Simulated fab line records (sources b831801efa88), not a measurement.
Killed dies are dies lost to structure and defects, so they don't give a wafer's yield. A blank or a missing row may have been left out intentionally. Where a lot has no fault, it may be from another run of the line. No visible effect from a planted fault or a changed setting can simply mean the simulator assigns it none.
Which tool is to blame? | flow sky130 | 12 lots, 36 wafers sampled, at 3 steps of a route of 708

## WHAT EACH GAUGE READ, for each wafer
SKY_LI_CONTACT_THK_MEAS_23: measures by xrf. Usual: LI_CONTACT_W_THK gives 416 nm (standard deviation 6.1).
lot  | measured     | on           | LI_CONTACT_W_THK (nm) | flag
L705 | day 29 05:16 | filmMetro-01 | 416 423 422           | 
L706 | day 29 12:10 | filmMetro-01 | 421 417 412           | 
L708 | day 30 03:25 | filmMetro-02 | 420 417 425           | 
L710 | day 30 19:11 | filmMetro-03 | 416 418 414           | 
L714 | day 32 14:59 | filmMetro-01 | 416 414 415           | 
L715 | day 33 03:06 | filmMetro-01 | 410 414 412           | 
L720 | day 34 08:19 | filmMetro-03 | 417 426 424           | 
L722 | day 35 07:30 | filmMetro-02 | 416 422 424           | 
L723 | day 35 09:19 | filmMetro-01 | 416 411 412           | 
L724 | day 35 14:14 | filmMetro-03 | 427 422 424           | 
L727 | day 36 06:15 | filmMetro-03 | 419 430 429           | 
L728 | day 36 20:39 | filmMetro-03 | 415 419 410           | 

SKY_CONTACT_THK_MEAS_03. Usual: CONTACT_HDPCVD_THK gives 561 nm (standard deviation 5.3).
lot  | measured     | on           | CONTACT_HDPCVD_THK (nm) | flag
L705 | day 30 10:51 | filmMetro-02 | 569 559 558             | 
L706 | day 30 17:56 | filmMetro-01 | 565 553 565             | 
L708 | day 31 09:25 | filmMetro-01 | 561 558 559             | 
L710 | day 32 05:24 | filmMetro-04 | 559 566 557             | 
L714 | day 33 19:42 | filmMetro-04 | 576 567 570             | 
L715 | day 34 06:52 | filmMetro-04 | 574 569 568             | 
L720 | day 35 12:30 | filmMetro-04 | 563 555 567             | 
L722 | day 36 11:28 | filmMetro-01 | 564 563 572             | 
L723 | day 36 12:55 | filmMetro-02 | 560 567 559             | 
L724 | day 36 17:26 | filmMetro-02 | 564 567 563             | 
L727 | day 37 09:38 | filmMetro-01 | 552 554 544             | 
L728 | day 38 01:10 | filmMetro-04 | 554 557 549             | 

## TOOL THAT RAN EACH LOT (tool first, then ch and the chambers of the sampled wafers, then the start)
lot  | SKY_LOCAL_INTERCONNECT_METAL_ETCH_14
L705 | rieMetal-03 ch 0, day 30 10:00
L706 | rieMetal-03 ch 0,1, day 30 17:06
L708 | rieMetal-03 ch 0,1, day 31 08:36
L710 | rieMetal-04 ch 0,1, day 32 04:33
L714 | rieMetal-02 ch 0,1, day 33 18:51
L715 | rieMetal-04 ch 0,1, day 34 06:03
L720 | rieMetal-02 ch 0,1, day 35 11:39
L722 | rieMetal-03 ch 0,1, day 36 10:40
L723 | rieMetal-04 ch 0,1, day 36 12:06
L724 | rieMetal-02 ch 0,1, day 36 16:37
L727 | rieMetal-02 ch 0,1, day 37 08:49
L728 | rieMetal-03 ch 0,1, day 38 00:13
- SKY_LOCAL_INTERCONNECT_METAL_ETCH_14: etches TiN in Cl2/BCl3, stops on PSG, target depth 110 nm, time 31.4 s.

## AS READ BY THE TOOLS THEMSELVES (means over the sampled wafers that have a number; for cases with no such wafer, the mark the record gives instead)
SKY_LOCAL_INTERCONNECT_METAL_ETCH_14. Usual: bcl3FlowSccm 30.00 sccm, standard deviation 0.097; drypumpMotorCurrentA 5.8 A, standard deviation 0.33; oesProductAu 0.940 a.u., standard deviation 0.0078; throttleValvePct 21.901 %, standard deviation 0.01.
lot  | tool        | bcl3FlowSccm (sccm) | drypumpMotorCurrentA (A) | oesProductAu (a.u.) | throttleValvePct (%) | flag
L705 | rieMetal-03 | 30.00               | 6.0                      | 0.942               | 21.895               | 
L706 | rieMetal-03 | 30.10               | 5.8                      | 0.943               | 21.904               | 
L708 | rieMetal-03 | 30.02               | 5.8                      | 0.944               | 21.901               | 
L710 | rieMetal-04 | 30.01               | 5.7                      | 0.945               | 21.890               | 
L714 | rieMetal-02 | 30.04               | 5.5                      | 0.929               | 21.905               | 
L715 | rieMetal-04 | 30.10               | 5.9                      | 0.936               | 21.900               | 
L720 | rieMetal-02 | 29.97               | 5.6                      | 0.939               | 21.906               | 
L722 | rieMetal-03 | 29.97               | 5.8                      | 0.933               | 21.905               | 
L723 | rieMetal-04 | 30.04               | 5.9                      | 0.951               | 21.908               | 
L724 | rieMetal-02 | 30.08               | 5.8                      | 0.947               | 21.903               | 
L727 | rieMetal-02 | 29.96               | 5.8                      | 0.946               | 21.886               | 
L728 | rieMetal-03 | 29.93               | 5.9                      | 0.939               | 21.899               | 

## THE ANSWER, worked out from the rows above alone
Rule: take the mean of a lot's wafers that have a number; if it is more than 3 standard deviations from the usual mean, the lot is off. Also off: a lot with no number at a reading for which 4 or more lots have one. Where the step has rows for the other lots, those lots are counted as sound. Order of review: gauges by route order, followed by the tools' own readings, for which a lot's mean as printed above is used. At the first step where some lot is off, the reading lying furthest off is the one used; lots without a number count as furthest.
Across all readings shown, no lot is off: no conclusion can be drawn from this.

## WHAT THE SIMULATOR HAD PUT IN
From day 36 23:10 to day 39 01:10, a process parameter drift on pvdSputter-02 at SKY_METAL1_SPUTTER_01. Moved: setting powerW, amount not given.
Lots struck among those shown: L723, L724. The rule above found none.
